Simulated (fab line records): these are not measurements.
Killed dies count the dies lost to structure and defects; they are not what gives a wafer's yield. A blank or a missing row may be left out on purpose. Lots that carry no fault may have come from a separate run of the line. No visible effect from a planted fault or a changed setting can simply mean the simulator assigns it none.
fab line records	flow sky130
record lots=13	wafers=39	last_day=49
route steps=708 shown SONOS_TUNNEL@166 SONOS_ONO@168 PAD_OPEN@708
lots that met no fault: taken from a fault-free run of the same line
start_h: start of the lot's first displayed wafer, in hours after the record's first day	wait_h: time in hours since the lot's previous step	" identical to the entry in the row above	L1.1+2: several wafers, shown together as one row	- value missing, or start not given	* or withheld: withheld	< > ~ a bound
route shown NAME@n: names a module that has steps shown in the file, with the first one's number in the route	usual: the fault-free wafers' mean and standard deviation	same: alike in all rows	chamber/n: place in a boat	sites: the reading at each site	_std_site: how widely they spread, as a standard deviation	_edge_site: inner sites' mean taken away from outer sites' mean	radius_mm: for every site, how far away it sits from the centre of the wafer	mask NAME#n: copy n	behind: the most recent tool/chamber to have shaped the wafer	hold: the reason the lot was held/the length of the hold in hours/how it ended	device: the transistor (n, p or np) that didn't switch	end of line: tests of these same wafers at the route's end	for a step that has no rows: nothing shown but its recipe	killed: the dies lost at the first sort to structure and to defects; this is not the yield of the wafer	map: a wafer's dies, marking killed ones x, the rest . and places with no die _
set.NAME: the setting that was run; set.NAME@STEP: the one run at that earlier step	model.NAME: the simulator's own value behind a step, which no gauge read
steps of the route over a sample of lots; a table a step, a row a wafer
services: the hour from which a tool's chamber was out of use, counted from the record's first day as start_h (under 0 if before that day), plus the number of hours and why
## steps
# step SKY_SONOS_TUNNEL_TW_MEAS_12
# usual SONOS_TUNNEL_TW=198.9/1.7
lot.wafer	tool	chamber	start_h	wait_h	SONOS_TUNNEL_TW
L260.3	film_metro-01	-	251.35	0.0	199.8
L260.5	"	-	"	"	200.0
L260.6	"	-	"	"	199.2
L263.1	film_metro-01	-	274.63	0.0	200.8
L263.4	"	-	"	"	202.2
L263.5	"	-	"	"	201.3
L264.1	film_metro-01	-	279.14	0.0	201.3
L264.2	"	-	"	"	201.1
L264.5	"	-	"	"	200.5
L265.1	film_metro-01	-	289.09	0.0	198.6
L265.2	"	-	"	"	200.1
L265.6	"	-	"	"	200.3
L266.2	film_metro-02	-	301.10	0.0	196.2
L266.3	"	-	"	"	196.5
L266.6	"	-	"	"	196.5
L269.1	film_metro-02	-	321.26	0.0	197.0
L269.2	"	-	"	"	197.6
L269.5	"	-	"	"	196.7
L270.2	film_metro-01	-	328.70	0.0	200.9
L270.4	"	-	"	"	202.1
L270.6	"	-	"	"	202.5
L271.1	film_metro-04	-	335.59	0.0	198.8
L271.2	"	-	"	"	197.8
L271.3	"	-	"	"	199.4
L275.1	film_metro-02	-	371.15	0.0	197.2
L275.4	"	-	"	"	196.8
L275.6	"	-	"	"	196.5
L276.1	film_metro-02	-	379.04	0.0	196.9
L276.2	"	-	"	"	197.4
L276.5	"	-	"	"	197.4
L277.1	film_metro-04	-	395.39	0.0	198.9
L277.3	"	-	"	"	199.0
L277.4	"	-	"	"	198.5
L278.2	film_metro-04	-	396.14	0.0	199.0
L278.5	"	-	"	"	198.6
L278.6	"	-	"	"	199.4
L279.1	film_metro-04	-	398.37	0.0	198.0
L279.2	"	-	"	"	199.8
L279.4	"	-	"	"	197.9
# step SKY_SONOS_ONO_OXIDATION_00
# recipe temp_c=800	ambient=O2	idle_temp_c=700	ramp_up_c_per_min=10	ramp_down_c_per_min=3	stabilise_s=600	purge_s=300	target_thk_a=26	ox_time_s=1249
# usual spike_tc_centre_C=800.1/1.1	spike_tc_top_C=814.0/1.5	spike_tc_upper_C=799.5/1.2	tube_center_temp_C_max=802.0/0.35	zone_power_centre_pct=14.6/0.6	zone_power_top_pct=25.8/1.5	zone_power_upper_pct=14.4/1.3
# same stabilise_s=600
lot.wafer	tool	chamber	start_h	wait_h	spike_tc_centre_C	spike_tc_top_C	spike_tc_upper_C	tube_center_temp_C_max	zone_power_centre_pct	zone_power_top_pct	zone_power_upper_pct
L260.3	furnace-02	0	254.64	3.2	798.8	811.4	799.8	801.6	13.4	28.1	12.3
L260.5	"	0	"	"	801.5	813.4	802.2	802.0	13.7	28.6	11.9
L260.6	"	0	"	"	801.7	811.8	800.7	801.8	13.8	28.4	12.2
L263.1	furnace-01	0	274.70	0.0	800.0	814.1	798.7	801.8	15.1	24.7	15.3
L263.4	"	0	"	"	801.3	813.3	800.5	802.0	14.9	25.1	15.0
L263.5	"	0	"	"	800.7	814.2	799.3	801.8	15.3	25.3	15.2
L264.1	furnace-01	0	279.98	0.8	800.4	816.8	800.4	802.1	15.0	24.8	15.1
L264.2	"	0	"	"	800.9	813.7	801.0	802.2	15.1	25.0	14.9
L264.5	"	0	"	"	799.3	814.7	799.7	802.2	14.9	24.8	15.1
L265.1	furnace-01	0	289.42	0.3	800.4	815.8	797.8	802.2	14.9	24.9	15.3
L265.2	"	0	"	"	799.1	813.0	798.9	801.8	15.0	25.3	15.2
L265.6	"	0	"	"	802.1	815.4	799.0	802.1	15.2	24.8	15.3
L266.2	furnace-02	0	302.37	1.2	801.3	810.8	801.2	802.1	13.7	28.7	12.0
L266.3	"	0	"	"	800.9	811.6	800.2	802.0	13.5	28.1	12.0
L266.6	"	0	"	"	800.1	812.0	801.3	802.5	13.4	27.9	12.2
L269.1	furnace-01	0	325.43	4.1	799.3	815.6	798.3	801.5	15.1	25.3	15.1
L269.2	"	0	"	"	801.1	814.5	799.7	803.0	15.1	24.9	15.1
L269.5	"	0	"	"	800.3	812.6	800.1	802.6	15.1	24.8	15.2
L270.2	furnace-01	0	330.95	2.2	799.8	815.9	800.0	802.2	15.1	24.8	15.2
L270.4	"	0	"	"	800.2	814.8	800.1	802.0	14.7	25.2	15.2
L270.6	"	0	"	"	799.2	813.9	797.9	801.7	14.6	24.5	14.9
L271.1	furnace-01	0	337.61	1.9	801.8	814.0	799.6	802.1	15.0	24.9	15.3
L271.2	"	0	"	"	800.2	813.3	798.6	802.2	15.4	24.9	14.9
L271.3	"	0	"	"	799.1	814.8	799.3	801.8	14.8	25.1	15.1
L275.1	furnace-01	0	373.44	2.2	800.3	814.9	799.2	802.6	15.0	24.6	15.2
L275.4	"	0	"	"	799.6	815.1	798.4	801.7	15.0	24.8	15.3
L275.6	"	0	"	"	799.5	814.8	798.8	801.6	14.9	24.7	15.1
L276.1	furnace-01	0	379.63	0.5	796.3	809.7	830.6	802.6	10.5	20.1	25.1
L276.2	"	0	"	"	796.1	811.3	830.2	802.4	10.5	19.9	25.3
L276.5	"	0	"	"	796.5	808.0	829.6	801.7	10.5	19.7	25.2
L277.1	furnace-01	0	396.54	1.1	793.4	811.3	830.6	801.7	10.6	19.6	25.7
L277.3	"	0	"	"	794.9	811.3	829.4	801.4	10.6	19.9	25.1
L277.4	"	0	"	"	796.6	809.0	829.2	802.2	10.4	19.6	25.3
L278.2	furnace-01	0	396.54	0.3	796.7	811.4	830.1	802.3	10.5	19.7	25.1
L278.5	"	0	"	"	796.7	809.8	830.8	802.6	10.4	19.7	24.9
L278.6	"	0	"	"	796.9	809.0	829.9	801.9	10.5	20.1	25.6
L279.1	furnace-02	0	399.45	1.0	799.9	813.2	800.9	802.2	13.5	28.2	12.2
L279.2	"	0	"	"	798.8	810.0	798.6	801.9	13.6	28.5	12.1
L279.4	"	0	"	"	799.4	812.8	799.8	802.1	13.5	28.1	12.4
# step SKY_SONOS_ONO_THK_MEAS_05
# recipe reads=SiO2_of_SONOS_ONO_CVD_04
# usual SONOS_ONO_CVD_04_THK=5.76/0.11
lot.wafer	tool	chamber	start_h	wait_h	SONOS_ONO_CVD_04_THK[nm]
L260.3	film_metro-02	-	258.42	0.0	5.79
L260.5	"	-	"	"	5.87
L260.6	"	-	"	"	5.79
L263.1	film_metro-01	-	278.87	0.0	5.86
L263.4	"	-	"	"	5.89
L263.5	"	-	"	"	5.83
L264.1	film_metro-02	-	283.75	0.0	5.82
L264.2	"	-	"	"	5.86
L264.5	"	-	"	"	5.82
L265.1	film_metro-01	-	294.56	0.0	5.57
L265.2	"	-	"	"	5.61
L265.6	"	-	"	"	5.62
L266.2	film_metro-02	-	307.79	0.0	5.72
L266.3	"	-	"	"	5.83
L266.6	"	-	"	"	5.74
L269.1	film_metro-02	-	329.19	0.0	5.60
L269.2	"	-	"	"	5.63
L269.5	"	-	"	"	5.61
L270.2	film_metro-02	-	338.98	0.0	5.77
L270.4	"	-	"	"	5.70
L270.6	"	-	"	"	5.64
L271.1	film_metro-02	-	359.32	0.0	5.71
L271.2	"	-	"	"	5.87
L271.3	"	-	"	"	5.82
L275.1	film_metro-02	-	381.70	0.0	5.88
L275.4	"	-	"	"	5.84
L275.6	"	-	"	"	5.75
L276.1	film_metro-01	-	385.96	0.0	5.50
L276.2	"	-	"	"	5.48
L276.5	"	-	"	"	5.51
L277.1	film_metro-01	-	403.08	0.0	5.55
L277.3	"	-	"	"	5.55
L277.4	"	-	"	"	5.71
L278.2	film_metro-02	-	403.09	0.0	5.66
L278.5	"	-	"	"	5.73
L278.6	"	-	"	"	5.78
L279.1	film_metro-03	-	408.48	0.0	5.73
L279.2	"	-	"	"	5.66
L279.4	"	-	"	"	5.59
# step SKY_SONOS_ONO_OVL_MEAS_14
# usual SONOS_ONO_OVL=-0.9/1.4
lot.wafer	tool	chamber	start_h	wait_h	SONOS_ONO_OVL[nm]
L260.3	overlay-01	-	282.40	0.1	-1.0
L260.5	"	-	"	"	-1.0
L260.6	"	-	"	"	-1.9
L263.1	overlay-02	-	303.64	0.1	-2.2
L263.4	"	-	"	"	-1.1
L263.5	"	-	"	"	-2.4
L264.1	overlay-02	-	309.44	0.1	0.0
L264.2	"	-	"	"	-0.5
L264.5	"	-	"	"	0.7
L265.1	overlay-01	-	319.95	0.1	0.5
L265.2	"	-	"	"	0.8
L265.6	"	-	"	"	1.5
L266.2	overlay-02	-	333.51	0.1	-0.5
L266.3	"	-	"	"	-1.0
L266.6	"	-	"	"	-0.6
L269.1	overlay-02	-	355.30	0.1	0.1
L269.2	"	-	"	"	-1.5
L269.5	"	-	"	"	-1.8
L270.2	overlay-01	-	365.89	0.1	-4.2
L270.4	"	-	"	"	-3.3
L270.6	"	-	"	"	-2.5
L271.1	overlay-01	-	392.15	0.1	-3.0
L271.2	"	-	"	"	-1.9
L271.3	"	-	"	"	-2.6
L275.1	overlay-01	-	407.93	0.1	-0.9
L275.4	"	-	"	"	-0.8
L275.6	"	-	"	"	-0.2
L276.1	overlay-01	-	414.03	0.1	-2.2
L276.2	"	-	"	"	-2.9
L276.5	"	-	"	"	-3.8
L278.2	overlay-01	-	432.30	0.1	-3.2
L278.5	"	-	"	"	-1.2
L278.6	"	-	"	"	-1.1
L277.1	overlay-01	-	432.59	0.1	2.5
L277.3	"	-	"	"	2.4
L277.4	"	-	"	"	0.9
L279.1	overlay-01	-	437.88	0.1	-0.4
L279.2	"	-	"	"	0.0
L279.4	"	-	"	"	-0.1
# step SKY_PAD_OPEN_PROBE_99
# usual killed_at_M0_to_M3=43/7	killed_at_M4_up=3.3/1.8	killed_at_contacts=24/6.2	killed_at_front_end=16/4.7	killed_at_other=0.4/0.58	killed_dies=87/10	killed_open=47/6.4	killed_short=39/7
# same gross_dies=492	killed_at_back_side=0
lot.wafer	tool	chamber	start_h	wait_h	killed_at_M0_to_M3	killed_at_M4_up	killed_at_contacts	killed_at_front_end	killed_at_other	killed_dies	killed_open	killed_short
L265.1	prober-02	-	1113.94	0.1	51	2	13	15	0	81	41	38
L265.2	prober-02	-	1113.99	0.1	46	3	22	8	0	79	49	29
L265.6	prober-02	-	1114.19	0.2	39	4	17	9	0	69	38	30
L269.1	prober-02	-	1145.29	0.1	39	4	24	13	1	81	45	34
L269.2	prober-02	-	1145.34	0.1	36	0	31	20	1	88	50	37
L269.5	prober-02	-	1145.49	0.2	41	6	22	11	1	81	46	34
L275.1	prober-02	-	1166.14	0.1	38	2	20	12	0	72	39	33
L275.4	prober-02	-	1166.29	0.2	51	2	27	16	0	96	61	35
L275.6	prober-02	-	1166.39	0.2	55	4	25	14	0	98	61	37
L276.1	prober-01	-	1167.16	0.1	42	2	21	15	0	80	43	37
L276.2	prober-01	-	1167.21	0.1	50	0	24	16	1	91	53	38
L276.5	prober-01	-	1167.36	0.2	44	2	18	17	0	81	44	37
L278.2	prober-02	-	1179.70	0.1	49	2	31	16	1	99	57	41
L278.5	prober-02	-	1179.85	0.2	45	3	30	10	1	89	48	41
L278.6	prober-02	-	1179.90	0.2	49	2	30	13	0	94	45	49
L277.1	prober-01	-	1181.49	0.1	38	4	22	22	0	86	48	38
L277.3	prober-01	-	1181.59	0.2	39	4	22	18	2	85	49	34
L277.4	prober-01	-	1181.64	0.2	38	6	24	16	1	85	46	39
# killed by level:class
L265.1 VIA1:geometric_particle:open=12 VIA1:geometric_particle:short=9 VIA2:geometric_particle:open=7 CONTACT:geometric_particle:open=7 VIA3:geometric_particle:open=7 METAL1:geometric_particle:short=6 METAL2:geometric_particle:short=5 FIELD_ISO:geometric_particle:short=4
L265.2 VIA1:geometric_particle:open=14 VIA2:geometric_particle:open=8 CONTACT:geometric_particle:open=8 VIA3:geometric_particle:open=8 LI_CONTACT:geometric_particle:open=7 VIA2:geometric_particle:short=6 VIA1:geometric_particle:short=4 POLY_GATE:geometric_particle:short=3
L265.6 LI_CONTACT:geometric_particle:open=9 VIA1:geometric_particle:open=7 VIA2:geometric_particle:open=7 METAL2:geometric_particle:short=6 METAL1:geometric_particle:short=4 VIA3:geometric_particle:open=4 FIELD_ISO:geometric_particle:short=3 CONTACT:geometric_particle:open=3
L269.1 LI_CONTACT:geometric_particle:open=11 METAL2:geometric_particle:short=7 VIA1:geometric_particle:open=5 VIA2:geometric_particle:open=5 LOCAL_INTERCONNECT:geometric_particle:short=5 CONTACT:geometric_particle:open=5 VIA3:geometric_particle:open=5 METAL3:geometric_particle:short=4
L269.2 CONTACT:geometric_particle:open=12 VIA1:geometric_particle:open=9 LI_CONTACT:geometric_particle:open=8 CONTACT:geometric_particle:short=7 FIELD_ISO:geometric_particle:short=6 FIELD_ISO:geometric_particle:open=5 POLY_GATE:geometric_particle:open=5 VIA2:geometric_particle:open=5
L269.5 VIA1:geometric_particle:open=13 LI_CONTACT:geometric_particle:open=7 METAL2:geometric_particle:short=6 VIA3:geometric_particle:open=6 CONTACT:geometric_particle:short=5 CONTACT:geometric_particle:open=5 POLY_GATE:geometric_particle:open=4 VIA3:geometric_particle:short=4
L275.1 VIA1:geometric_particle:open=12 CONTACT:geometric_particle:open=8 VIA2:geometric_particle:short=5 LOCAL_INTERCONNECT:geometric_particle:short=5 FIELD_ISO:geometric_particle:short=4 METAL1:geometric_particle:short=4 FIELD_ISO:geometric_particle:open=3 POLY_GATE:geometric_particle:short=3
L275.4 VIA1:geometric_particle:open=18 CONTACT:geometric_particle:open=13 VIA3:geometric_particle:open=7 METAL1:geometric_particle:short=6 FIELD_ISO:geometric_particle:open=5 VIA2:geometric_particle:open=5 POLY_GATE:geometric_particle:short=4 LI_CONTACT:geometric_particle:open=4
L275.6 VIA1:geometric_particle:open=19 LI_CONTACT:geometric_particle:open=8 VIA3:geometric_particle:open=8 CONTACT:geometric_particle:open=7 VIA2:geometric_particle:open=6 FIELD_ISO:geometric_particle:short=5 CONTACT:geometric_particle:short=5 VIA1:geometric_particle:short=5
L276.1 VIA1:geometric_particle:open=10 VIA2:geometric_particle:open=8 CONTACT:geometric_particle:open=8 FIELD_ISO:geometric_particle:open=6 METAL3:geometric_particle:short=6 LI_CONTACT:geometric_particle:open=5 LOCAL_INTERCONNECT:geometric_particle:short=5 VIA1:geometric_particle:short=5
L276.2 VIA1:geometric_particle:open=13 CONTACT:geometric_particle:open=10 METAL2:geometric_particle:short=7 FIELD_ISO:geometric_particle:open=6 LOCAL_INTERCONNECT:geometric_particle:short=6 METAL1:geometric_particle:short=6 VIA2:geometric_particle:open=6 VIA1:geometric_particle:short=5
L276.5 VIA1:geometric_particle:open=9 CONTACT:geometric_particle:open=6 FIELD_ISO:geometric_particle:short=5 POLY_GATE:geometric_particle:open=5 LI_CONTACT:geometric_particle:open=5 VIA3:geometric_particle:open=5 METAL1:geometric_particle:short=5 METAL2:geometric_particle:short=5
L278.2 VIA1:geometric_particle:open=14 VIA2:geometric_particle:open=9 POLY_GATE:geometric_particle:open=7 LI_CONTACT:geometric_particle:open=7 LOCAL_INTERCONNECT:geometric_particle:short=7 CONTACT:geometric_particle:open=7 CONTACT:geometric_particle:short=7 VIA1:geometric_particle:short=6
L278.5 VIA1:geometric_particle:open=13 CONTACT:geometric_particle:open=8 LOCAL_INTERCONNECT:geometric_particle:short=7 LI_CONTACT:geometric_particle:open=7 VIA3:geometric_particle:open=7 VIA1:geometric_particle:short=7 CONTACT:geometric_particle:short=6 METAL2:geometric_particle:short=4
L278.6 CONTACT:geometric_particle:short=10 VIA2:geometric_particle:open=8 VIA1:geometric_particle:open=7 CONTACT:geometric_particle:open=7 VIA1:geometric_particle:short=7 POLY_GATE:geometric_particle:open=6 LI_CONTACT:geometric_particle:open=6 METAL1:geometric_particle:short=6
L277.1 VIA1:geometric_particle:open=10 CONTACT:geometric_particle:open=9 FIELD_ISO:geometric_particle:short=6 VIA2:geometric_particle:open=6 LI_CONTACT:geometric_particle:open=5 LOCAL_INTERCONNECT:geometric_particle:short=5 METAL2:geometric_particle:short=5 VIA3:geometric_particle:short=5
L277.3 CONTACT:geometric_particle:open=11 VIA3:geometric_particle:open=9 POLY_GATE:geometric_particle:open=7 METAL3:geometric_particle:short=6 VIA1:geometric_particle:open=5 VIA2:geometric_particle:open=5 VIA3:geometric_particle:short=5 POLY_GATE:geometric_particle:short=4
L277.4 CONTACT:geometric_particle:open=12 VIA1:geometric_particle:open=10 POLY_GATE:geometric_particle:short=5 LI_CONTACT:geometric_particle:open=5 VIA1:geometric_particle:short=5 METAL4:geometric_particle:short=5 VIA3:geometric_particle:open=4 METAL2:geometric_particle:short=4
## services
tool	chamber	start_h	hours	kind
furnace-01	-	239.36	15.2	pm
furnace-01	-	297.09	5.1	pm
furnace-01	-	389.38	4.7	pm
## key
first_sign step=SKY_SONOS_ONO_OXIDATION_00	reading=spike_tc_upper_C	direction=up	sigmas=26	usual=799.5	struck=830.0
effect step=SKY_SONOS_ONO_OXIDATION_00	reading=zone_power_upper_pct	direction=up	sigmas=8.4	usual=14.4	struck=25.2
met_at SKY_SONOS_ONO_OXIDATION_00
struck_lots L276,L277,L278
tester_left_out L276,L277,L278
not_acting_at SKY_SONOS_TUNNEL_TW_MEAS_12,SKY_SONOS_ONO_THK_MEAS_05,SKY_SONOS_ONO_OVL_MEAS_14
onset_between 373.44 379.63
fault kind=process_parameter_drift	tool=furnace-01	chamber=-	onset_h=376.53	steps=SKY_SONOS_ONO_OXIDATION_00	channel=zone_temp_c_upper	offset=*	shape=step	end_h=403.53
# tester_left_out: of these lots the tester's yield and bins aren't shown, on N5 and GAA mostly nor the transistor test; their killed dies are dies lost to structure and defects alone, not to doping, threshold or leakage, so they don't give the yield
